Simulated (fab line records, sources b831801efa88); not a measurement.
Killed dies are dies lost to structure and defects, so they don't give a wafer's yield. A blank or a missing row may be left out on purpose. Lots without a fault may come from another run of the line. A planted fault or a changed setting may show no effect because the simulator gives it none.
A struck lot beside a sound one | flow gf180mcu | 15 steps out of a route of 602
Sound: wafers L748.2, L748.3, L748.4. Struck: wafers L746.3, L746.4, L746.6. The cause comes at the end.
At each step with rows: each side's tool, then ch and its chambers, then its first start. Under that, the readings that differ: sound wafers | struck wafers | difference of the means | sigmas: that difference in standard deviations of wafers without a fault.
alike: readings whose means differ by less than 2 such deviations, and words and numbers that are the same on both sides. not compared: withheld readings, readings that some wafer has no value for, bounds like >300 that may hide the same value, and numbers for which the record gives no deviation and whose values overlap.
The two part at a step that has a row with sigmas, a row that says differs or no value, or rows on one side only. Numbers that don't overlap but have no deviation are shown without sigmas and don't part them. A reading that every wafer of one side lacks parts them only if that side has two wafers or more.

GF_M1_SPUTTER_04: material TiN, target thk 50 nm, time 41.7 s.
  sound on pvd_sputter-02, day 22 18:32; struck on pvd_sputter-04, day 21 21:28
  alike: throttle_valve_pct
GF_M1_RS_MEAS_05: measures by four-point-probe.
  sound on film_metro-04, day 22 18:35; struck on film_metro-02, day 21 21:32
  alike: M1_ALCU_RS
GF_M1_THK_MEAS_06: measures by xrf.
  sound on film_metro-04, day 22 18:42; struck on film_metro-02, day 21 21:38
  alike: M1_ALCU_THK
then, 7 steps without rows for these wafers: GF_M1_DEHYDRATE_07 (time 60 s); GF_M1_HMDS_08 (prime time 60 s); GF_M1_COAT_09 (resist thk 1000 nm); GF_M1_SOFTBAKE_10 (time 60 s); GF_M1_EXPOSE_11 (exposes mask Metal1, target cd 230 nm); GF_M1_PEB_12 (peb time 90 s); GF_M1_DEVELOP_13 (develop time 60 s).
GF_M1_CD_MEAS_14: target cd 230 nm.
  sound on cd_sem-02, day 23 16:58; struck on cd_sem-01, day 22 20:54
  alike: cd_nm
GF_M1_OVL_MEAS_15:
  sound on overlay-01, day 23 17:04; struck on overlay-02, day 22 20:59
  alike: M1_OVL
GF_M1_METAL_ETCH_16: etches the open film in Cl2/BCl3, stops on SiO2, target depth 627.5 nm, time 104.6 s.
  sound on rie_metal-01 ch 0,1, day 23 17:06; struck on rie_metal-03 ch 0,1, day 22 21:03
  no value came back on the struck wafers for any of 5 readings (bcl3_flow_sccm (sccm), bias_w (W) and others); on the sound wafers bcl3_flow_sccm (sccm) reads 39.97 40.01 39.72
  reading                             | sound             | struck            | difference | sigmas
  model.KrF_of_M1_COAT_09.thk_nm (nm) | 728.5 730.1 731.2 | 981.2 983.1 984.2 | +252.9     |
  not compared: rf_hours_counter_h
GF_M1_STRIP_17: strips in O2/N2.
  sound on plasma_asher-01 ch 0,1, day 23 17:13; struck on plasma_asher-04 ch 0,1, day 22 21:10
  reading                      | sound             | struck            | difference | sigmas
  oes_product_au (a.u.)        | 0.549 0.548 0.561 | 0.658 0.658 0.650 | +0.103     | +21
  strip_time_to_endpoint_s (s) | 7.82 7.84 7.82    | 10.18 10.18 10.20 | +2.36      | +46
  alike: drypump_motor_current_A, heater_power_w
  not compared: rf_hours_counter_h
then, 1 step without rows for these wafers: GF_M1_STRIP_18 (strips in post etch residue remover, time 1200 s).

WHERE THEY PART
First at GF_M1_METAL_ETCH_16; last, within this record, at GF_M1_STRIP_17.

WHY: what the simulator had put in
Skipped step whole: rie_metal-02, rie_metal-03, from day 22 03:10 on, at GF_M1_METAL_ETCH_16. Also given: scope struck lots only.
